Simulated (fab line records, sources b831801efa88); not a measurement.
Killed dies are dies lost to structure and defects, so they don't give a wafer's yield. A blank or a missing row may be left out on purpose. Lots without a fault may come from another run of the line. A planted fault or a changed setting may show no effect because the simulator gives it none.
fab line records | flow sky130
record lots=11 wafers=33 last_day=50
route steps=708 shown LI_CONTACT@383 LOCAL_INTERCONNECT@387 CONTACT@429
lots that met no fault: from a run of the same line without faults
start_h: hours from the record's first day to the start of the lot's first wafer shown | wait_h: hours since the lot's step before | " the same as in the row above | L1.1+2: a row that stands for several wafers | - no value, or no start given | * or withheld: withheld | < > ~ a bound
route shown NAME@n: a module of which the file shows steps, and the number in the route of the first | usual: mean/standard deviation of fault-free wafers | same: alike in all rows | chamber/n: place in a boat | sites: the reading at each site | _std_site: their standard deviation | _edge_site: outer sites' mean less inner sites' | radius_mm: how far each site lies from the wafer's centre | mask NAME#n: copy n | behind: the tool/chamber that last shaped the wafer | hold: why the lot was held/for how many hours/how that ended | device: the transistor (n, p or np) that didn't switch | end of line: the same wafers' tests at the end of the route | a step without rows: its recipe alone | killed: dies lost to structure and defects at the first sort, not the wafer's yield | map: a wafer's dies, x killed, . not, _ none there
set.NAME: the setting as run; set.NAME@STEP: as run at that earlier step | model.NAME: the simulator's own value behind a step, which no gauge read
steps of the route over a sample of lots; a table a step, a row a wafer
services: from which hour (start_h, from the record's first day; less than 0 if before it) a tool's chamber was out of use, for how many hours, and why
## steps
# step SKY_LI_CONTACT_CVD_21
# recipe material=W target_thk_nm=400 time_s=120.56 temp_c=400 pressure_torr=40
# usual heater_power_outer_w=503/25 heater_power_w=827/31
# columns lot.wafer tool chamber start_h wait_h heater_power_outer_w heater_power_w
L911.2 cvd_w-01 1 669.40 0.0 533 829
L911.3 " 1 " " 530 803
L911.4 " 0 " " 536 871
L913.2 cvd_w-01 0 689.15 0.0 533 860
L913.4 " 1 " " 529 825
L913.6 " 1 " " 528 816
L918.1 cvd_w-02 1 740.47 0.0 475 802
L918.2 " 0 " " 487 823
L918.4 " 1 " " 497 810
L919.2 cvd_w-01 1 745.87 0.0 531 815
L919.4 " 1 " " 545 835
L919.6 " 0 " " 526 885
L920.3 cvd_w-01 1 755.72 0.1 520 840
L920.4 " 0 " " 534 898
L920.5 " 0 " " 546 877
L922.2 cvd_w-02 0 765.75 0.0 476 828
L922.3 " 0 " " 478 831
L922.4 " 1 " " 484 781
L925.1 cvd_w-02 0 792.79 0.0 486 830
L925.3 " 1 " " 485 821
L925.4 " 0 " " 484 818
L928.2 cvd_w-01 1 813.28 0.0 546 835
L928.3 " 0 " " 521 887
L928.5 " 1 " " 535 856
L932.1 cvd_w-02 0 844.41 0.0 489 821
L932.4 " 0 " " 478 815
L932.5 " 0 " " 472 805
L933.1 cvd_w-02 1 847.40 0.0 483 802
L933.3 " 1 " " 477 798
L933.4 " 0 " " 475 813
L934.2 cvd_w-02 0 852.13 0.0 479 819
L934.3 " 1 " " 482 794
L934.6 " 0 " " 473 833
# step SKY_LOCAL_INTERCONNECT_SPUTTER_00
# recipe material=TiN target_thk_nm=100 temp_c=300 power_w=6500 time_s=79.57 chamber_pressure_pa=0.4
# usual substrate_temp_c=299.99/0.2 throttle_valve_pct=30.3/0.85
# columns lot.wafer tool chamber start_h wait_h substrate_temp_c throttle_valve_pct
L911.2 pvd_sputter-04 - 670.01 0.1 299.95 31.4
L911.3 " - " " 300.25 30.8
L911.4 " - " " 299.77 30.0
L913.2 pvd_sputter-01 - 689.76 0.2 299.62 28.6
L913.4 " - " " 299.97 29.1
L913.6 " - " " 299.87 28.4
L918.1 pvd_sputter-03 - 741.08 0.1 299.96 30.3
L918.2 " - " " 300.11 29.9
L918.4 " - " " 299.69 31.0
L919.2 pvd_sputter-03 - 746.48 0.2 300.16 30.2
L919.4 " - " " 300.03 30.3
L919.6 " - " " 299.97 31.2
L920.3 pvd_sputter-01 - 756.28 0.2 300.24 31.5
L920.4 " - " " 299.78 29.0
L920.5 " - " " 300.12 28.8
L922.2 pvd_sputter-04 - 766.36 0.2 299.96 31.3
L922.3 " - " " 299.99 30.2
L922.4 " - " " 299.85 30.1
L925.1 pvd_sputter-03 - 793.39 0.2 300.42 31.1
L925.3 " - " " 299.85 29.9
L925.4 " - " " 300.14 30.7
L928.2 pvd_sputter-01 - 813.88 0.2 300.24 30.6
L928.3 " - " " 299.81 31.5
L928.5 " - " " 300.29 28.5
L932.1 pvd_sputter-04 - 845.02 0.1 300.06 30.4
L932.4 " - " " 300.08 30.1
L932.5 " - " " 300.32 29.7
L933.1 pvd_sputter-01 - 848.01 0.2 300.23 30.4
L933.3 " - " " 299.96 29.3
L933.4 " - " " 300.23 28.3
L934.2 pvd_sputter-04 - 852.73 0.2 300.04 30.4
L934.3 " - " " 299.63 31.4
L934.6 " - " " 300.01 31.5
# step SKY_CONTACT_SPUTTER_23
# recipe material=TiN target_thk_nm=20 chamber_pressure_pa=5 power_w=4000 time_s=80
# usual throttle_valve_pct=30.0/0.86
# columns lot.wafer tool chamber start_h wait_h throttle_valve_pct
L911.2 pvd_sputter-02 - 729.51 0.0 30.5
L911.3 " - " " 28.6
L911.4 " - " " 29.9
L913.2 pvd_sputter-01 - 747.52 0.0 29.3
L913.4 " - " " 30.8
L913.6 " - " " 28.5
L918.1 pvd_sputter-03 - 797.12 0.0 29.9
L918.2 " - " " 30.4
L918.4 " - " " 31.3
L919.2 pvd_sputter-02 - 802.65 0.0 29.8
L919.4 " - " " 30.5
L919.6 " - " " 28.4
L920.3 pvd_sputter-02 - 811.92 0.0 29.7
L920.4 " - " " 28.9
L920.5 " - " " 28.7
L922.2 pvd_sputter-03 - 822.35 0.0 29.7
L922.3 " - " " 30.3
L922.4 " - " " 31.3
L925.1 pvd_sputter-03 - 848.31 0.0 30.1
L925.3 " - " " 31.5
L925.4 " - " " 30.0
L928.2 pvd_sputter-03 - 868.82 0.0 30.1
L928.3 " - " " 29.9
L928.5 " - " " 30.0
L932.1 pvd_sputter-01 - 899.77 0.0 30.2
L932.4 " - " " 28.6
L932.5 " - " " 30.4
L933.1 pvd_sputter-03 - 902.22 0.0 31.1
L933.3 " - " " 30.2
L933.4 " - " " 29.8
L934.2 pvd_sputter-02 - 907.19 0.0 29.9
L934.3 " - " " 30.0
L934.6 " - " " 28.7
# step SKY_CONTACT_CVD_24
# recipe material=W target_thk_nm=340 time_s=102.12 temp_c=400 pressure_torr=40
# usual heater_power_outer_w=504/25 heater_power_w=829/33
# columns lot.wafer tool chamber start_h wait_h heater_power_outer_w heater_power_w
L911.2 cvd_w-02 0 729.57 0.0 480 828
L911.3 " 0 " " 483 807
L911.4 " 1 " " 493 797
L913.2 cvd_w-02 0 747.58 0.0 488 837
L913.4 " 0 " " 471 816
L913.6 " 0 " " 486 811
L918.1 cvd_w-02 1 797.18 0.0 470 807
L918.2 " 0 " " 479 839
L918.4 " 1 " " 496 816
L919.2 cvd_w-02 1 802.71 0.0 480 812
L919.4 " 1 " " 481 797
L919.6 " 0 " " 480 818
L920.3 cvd_w-02 0 812.02 0.1 492 827
L920.4 " 1 " " 492 769
L920.5 " 0 " " 489 833
L922.2 cvd_w-02 0 822.41 0.0 478 817
L922.3 " 1 " " 495 804
L922.4 " 0 " " 480 807
L925.1 cvd_w-01 0 848.37 0.0 530 883
L925.3 " 0 " " 526 869
L925.4 " 1 " " 545 857
L928.2 cvd_w-01 1 868.88 0.0 526 809
L928.3 " 0 " " 538 880
L928.5 " 0 " " 541 890
L932.1 cvd_w-02 0 899.83 0.0 470 809
L932.4 " 1 " " 484 779
L932.5 " 1 " " 490 803
L933.1 cvd_w-02 0 902.28 0.0 483 813
L933.3 " 0 " " 483 821
L933.4 " 1 " " 490 804
L934.2 cvd_w-02 1 907.25 0.0 493 798
L934.3 " 1 " " 484 783
L934.6 " 1 " " 483 814
# step SKY_CONTACT_RS_MEAS_25
# recipe thk_meas_gauge=four-point-probe reads=W_of_CONTACT_CVD_24+TiN_of_CONTACT_SPUTTER_23
# usual CONTACT_W_RS=0.335/0.0034
# columns lot.wafer tool chamber start_h wait_h CONTACT_W_RS[ohm/sq]
L911.2 film_metro-02 - 729.70 0.1 0.335
L911.3 " - " " 0.334
L911.4 " - " " 0.338
L913.2 film_metro-01 - 747.71 0.1 0.337
L913.4 " - " " 0.336
L913.6 " - " " 0.336
L918.1 film_metro-02 - 797.29 0.1 0.338
L918.2 " - " " 0.408
L918.4 " - " " 0.337
L919.2 film_metro-03 - 802.84 0.1 0.336
L919.4 " - " " 0.336
L919.6 " - " " 0.405
L920.3 film_metro-03 - 812.13 0.1 0.407
L920.4 " - " " 0.331
L920.5 " - " " 0.409
L922.2 film_metro-03 - 822.54 0.1 0.414
L922.3 " - " " 0.339
L922.4 " - " " 0.415
L925.1 film_metro-02 - 848.48 0.1 0.336
L925.3 " - " " 0.334
L925.4 " - " " 0.341
L928.2 film_metro-02 - 869.01 0.1 0.340
L928.3 " - " " 0.330
L928.5 " - " " 0.329
L932.1 film_metro-01 - 899.94 0.1 0.338
L932.4 " - " " 0.338
L932.5 " - " " 0.337
L933.1 film_metro-02 - 902.39 0.1 0.338
L933.3 " - " " 0.333
L933.4 " - " " 0.333
L934.2 film_metro-03 - 907.38 0.1 0.335
L934.3 " - " " 0.335
L934.6 " - " " 0.332
# step SKY_CONTACT_THK_MEAS_26
# recipe thk_meas_gauge=xrf reads=W_of_CONTACT_CVD_24
# usual CONTACT_W_THK=354/4.9
# columns lot.wafer tool chamber start_h wait_h CONTACT_W_THK[nm]
L911.2 film_metro-02 - 729.81 0.1 352
L911.3 " - " " 356
L911.4 " - " " 351
L913.2 film_metro-01 - 747.82 0.1 353
L913.4 " - " " 353
L913.6 " - " " 352
L918.1 film_metro-02 - 797.41 0.1 350
L918.2 " - " " 289
L918.4 " - " " 351
L919.2 film_metro-03 - 802.95 0.1 357
L919.4 " - " " 355
L919.6 " - " " 295
L920.3 film_metro-03 - 812.23 0.1 294
L920.4 " - " " 364
L920.5 " - " " 292
L922.2 film_metro-03 - 822.65 0.1 289
L922.3 " - " " 353
L922.4 " - " " 288
L925.1 film_metro-02 - 848.60 0.1 351
L925.3 " - " " 354
L925.4 " - " " 345
L928.2 film_metro-02 - 869.12 0.1 349
L928.3 " - " " 362
L928.5 " - " " 362
L932.1 film_metro-01 - 900.06 0.1 346
L932.4 " - " " 349
L932.5 " - " " 350
L933.1 film_metro-02 - 902.51 0.1 350
L933.3 " - " " 357
L933.4 " - " " 357
L934.2 film_metro-03 - 907.49 0.1 358
L934.3 " - " " 359
L934.6 " - " " 361
# step SKY_CONTACT_CMP_27
# recipe stop_on=SiO2 t_overpolish_s=15 down_force_psi=3.5 platen_rpm=60 target_thk_nm=0 pad_velocity_m_s=0.94248
# usual edge_zone_pressure_frac=1.000/0.0049 motor_current_A=10.8/1.2 retaining_ring_pressure_frac=1.000/0.0048 time_to_endpoint_s=82/3.2
# columns lot.wafer tool chamber start_h wait_h edge_zone_pressure_frac motor_current_A retaining_ring_pressure_frac time_to_endpoint_s
L911.4 cmp-01 3 729.86 0.0 0.996 11.7 1.001 80
L911.3 " 0 " " 0.990 9.5 1.003 84
L911.2 " 1 " " 1.008 13.0 1.000 81
L913.4 cmp-01 0 747.87 0.0 1.001 9.9 1.004 87
L913.2 " 2 " " 1.001 9.6 0.998 82
L913.6 " 1 " " 1.003 12.4 0.997 81
L918.1 cmp-01 0 797.47 0.1 1.004 10.4 1.001 82
L918.2 " 1 " " 0.999 12.5 0.999 67
L918.4 " 2 " " 1.001 9.8 0.998 79
L919.2 cmp-01 3 803.00 0.0 0.994 12.1 0.995 84
L919.4 " 2 " " 0.999 10.1 1.002 80
L919.6 " 3 " " 0.997 12.5 1.001 70
L920.4 cmp-01 0 812.27 0.0 1.007 9.8 0.992 82
L920.3 " 3 " " 1.005 12.2 1.000 67
L920.5 " 1 " " 1.004 13.5 0.988 66
L922.3 cmp-02 0 822.70 0.0 1.005 10.3 1.004 91
L922.4 " 2 " " 1.003 9.5 1.000 71
L922.2 " 3 " " 0.994 10.7 0.991 68
L925.1 cmp-02 3 848.66 0.1 0.992 10.0 1.005 84
L925.3 " 0 " " 0.999 10.6 0.996 90
L925.4 " 1 " " 1.011 11.0 0.998 83
L928.2 cmp-02 1 869.20 0.1 1.004 10.9 1.001 79
L928.3 " 0 " " 1.002 10.5 0.994 85
L928.5 " 1 " " 0.998 10.1 0.997 82
L932.1 cmp-01 3 900.12 0.1 0.995 12.4 1.000 83
L932.4 " 2 " " 1.009 9.4 1.000 79
L932.5 " 0 " " 0.993 10.4 0.994 81
L933.3 cmp-01 0 902.57 0.0 0.991 10.3 1.008 88
L933.4 " 2 " " 0.991 9.7 1.009 80
L933.1 " 3 " " 1.005 11.8 0.998 82
L934.2 cmp-01 2 907.54 0.0 1.002 9.7 0.996 84
L934.3 " 0 " " 1.007 10.1 0.997 86
L934.6 " 3 " " 0.999 11.9 1.004 82
## services
# columns tool chamber start_h hours kind
pvd_sputter-02 - 660.15 2.2 repair
pvd_sputter-04 - 677.94 1.8 repair
pvd_sputter-01 - 694.46 8.7 repair
cmp-02 - 696.44 7.1 pm
cvd_w-02 - 721.90 6.9 pm
pvd_sputter-01 - 737.42 0.8 repair
cmp-01 - 737.72 2.1 repair
cmp-02 - 744.26 4.0 pm
cmp-02 - 764.95 0.5 repair
pvd_sputter-04 - 766.76 3.1 repair
cmp-01 - 788.44 1.6 repair
cvd_w-01 0 789.10 16.0 repair
cmp-02 - 799.31 1.3 repair
pvd_sputter-01 - 840.20 2.1 repair
pvd_sputter-02 - 840.35 2.9 repair
cvd_w-02 0 847.85 3.0 repair
cvd_w-02 - 849.37 1.4 repair
cvd_w-01 - 853.42 2.8 pm
cvd_w-02 - 857.63 0.6 repair
cmp-02 - 861.07 6.9 pm
cmp-01 - 868.17 2.9 pm
cmp-01 - 885.32 2.2 repair
pvd_sputter-03 - 888.76 3.9 repair
cvd_w-01 - 904.00 14.0 pm
## key
first_sign step=SKY_CONTACT_RS_MEAS_25 reading=CONTACT_W_RS direction=up sigmas=22 usual=0.335 struck=0.410
effect step=SKY_CONTACT_THK_MEAS_26 reading=CONTACT_W_THK direction=down sigmas=13 usual=354 struck=291
effect step=SKY_CONTACT_CMP_27 reading=time_to_endpoint_s direction=down sigmas=4.2 usual=* struck=*
met_at SKY_CONTACT_CVD_24
struck_lots L918,L919,L920,L922
struck_wafers L918.2,L919.6,L920.3,L920.5,L922.2,L922.4
tester_left_out L918,L919,L920,L922
not_acting_at SKY_LI_CONTACT_CVD_21,SKY_LOCAL_INTERCONNECT_SPUTTER_00,SKY_CONTACT_SPUTTER_23
onset_between 747.58 797.18
fault kind=process_parameter_drift tool=cvd_w-02 chamber=0 onset_h=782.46 steps=SKY_CONTACT_CVD_24 channel=target_thk_nm offset=-59.424 shape=step end_h=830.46 acts_in=these_recipes_only stated=340
# tester_left_out: of these lots the tester's yield and bins aren't shown, on N5 and GAA mostly nor the transistor test; their killed dies are dies lost to structure and defects alone, not to doping, threshold or leakage, so they don't give the yield
